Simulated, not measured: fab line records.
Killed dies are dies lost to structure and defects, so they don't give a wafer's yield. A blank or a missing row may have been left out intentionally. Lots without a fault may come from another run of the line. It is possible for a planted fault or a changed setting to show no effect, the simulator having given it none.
Chamber matching | flow sky130 | cmp-02 running SKY_VIA1_CMP_02: 4 sister chambers
The step polishes SiO2. 8 wafers are shown with their chamber, then 11 later ones without.

## EACH WAFER AND ITS CHAMBER
wafer  | chamber | motor-current-A (A) | slurry-flow-ml-min
L081.5 | 3       | 11.5                | 150.0
L082.2 | 2       | 10.7                | 149.9
L087.1 | 1       | 13.4                | 150.9
L087.3 | 2       | 11.0                | 150.2
L088.1 | 1       | 13.1                | 149.7
L088.2 | 0       | 13.8                | 150.5
L088.5 | 3       | 12.1                | 149.9
L091.1 | 0       | 13.7                | 149.8

## WAFERS MISSING THEIR CHAMBER
wafer  | motor-current-A (A) | slurry-flow-ml-min
L091.2 | 11.0                | 150.7
L091.4 | 13.4                | 150.3
L093.2 | 12.2                | 149.5
L093.4 | 11.1                | 149.5
L093.5 | 13.1                | 149.8
L092.2 | 13.6                | 149.7
L092.3 | 13.6                | 149.4
L092.4 | 12.3                | 150.5
L095.1 | 12.0                | 149.8
L095.5 | 11.5                | 149.6
L095.6 | 11.5                | 150.2

## CHAMBER TAKEN BY EACH
wafer  | from the rows above     | in truth
L091.2 | can't be placed: 2 or 3 | 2
L091.4 | can't be placed: 1 or 0 | 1
L093.2 | 3                       | 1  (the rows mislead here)
L093.4 | can't be placed: 2 or 3 | 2
L093.5 | can't be placed: 1 or 0 | 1
L092.2 | can't be placed: 0 or 1 | 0
L092.3 | can't be placed: 0 or 1 | 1
L092.4 | can't be placed: 3 or 1 | 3
L095.1 | 3                       | 3
L095.5 | can't be placed: 3 or 2 | 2
L095.6 | can't be placed: 3 or 2 | 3
Correct placement for 1 of the 11. Unplaceable from these rows: 9, with the true chamber sitting among the candidates in 9. Placed wrongly: 1.
How it was worked out, from the rows above alone: a wafer's distance from a chamber is the root of the sum, over the readings, of the square of ((its reading less the chamber's mean) divided by the reading's scatter). The wafer belongs to the nearest chamber; if the next one is less than 2 further off, it can't be placed. Each chamber's mean is taken over the wafers shown for it. The scatter is the square root of a quotient: the sum, over the shown wafers, of each reading's squared deviation from its chamber's mean, divided by wafers minus chambers.
